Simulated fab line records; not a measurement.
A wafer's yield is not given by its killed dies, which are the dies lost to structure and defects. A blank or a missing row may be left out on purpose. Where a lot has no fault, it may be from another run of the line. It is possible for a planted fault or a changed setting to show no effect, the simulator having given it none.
Chamber matching    flow gf180mcu    GF_V3_ETCH_16 on rieDiel-04: 4 sister chambers
The step etches BARC in N2/H2. 8 wafers are shown with their chamber, then 8 later ones without.

== WAFERS PAIRED WITH THEIR CHAMBERS ==
wafer   chamber  drypumpMotorCurrentA (A)  biasW (W)
L605.5  1        5.7                       99.73
L612.2  0        5.8                       99.68
L619.1  3        5.8                       100.28
L619.2  1        5.7                       100.03
L621.2  0        5.8                       99.96
L621.4  3        5.7                       99.83
L621.6  2        5.2                       99.95
L625.1  2        5.2                       100.09

== WAFERS MISSING THEIR CHAMBER ==
wafer   drypumpMotorCurrentA (A)  biasW (W)
L625.4  5.8                       100.50
L625.6  5.2                       100.07
L626.1  5.7                       100.11
L626.3  5.8                       99.70
L626.5  5.7                       99.46
L627.3  5.8                       99.53
L627.4  5.8                       99.62
L627.6  5.7                       100.23

== EACH ONE'S CHAMBER ==
wafer   from the rows above           in truth
L625.4  can't be placed: 3 or 0 or 1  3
L625.6  2                             2
L626.1  can't be placed: 1 or 3       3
L626.3  can't be placed: 0 or 3       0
L626.5  can't be placed: 1 or 3 or 0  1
L627.3  can't be placed: 0 or 3 or 1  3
L627.4  can't be placed: 0 or 3       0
L627.6  can't be placed: 1 or 3 or 0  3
Correct placement for 1 of the 8. From these rows, 7 cannot be placed; in 7 the true chamber is one of the candidates. Number placed wrongly: 0.
How it was worked out, from the rows above alone: a wafer's distance from a chamber is the root of the sum, over the readings, of the square of ((its reading less the chamber's mean) divided by the reading's scatter). If the next closest chamber is less than 2 further off than the closest, the wafer can't be placed; otherwise it belongs to the closest. For every chamber, the mean is computed from those of its wafers that are shown. The scatter: take each reading less its chamber's mean, square it, sum over the shown wafers, divide by the number of wafers less the number of chambers, and take the root.
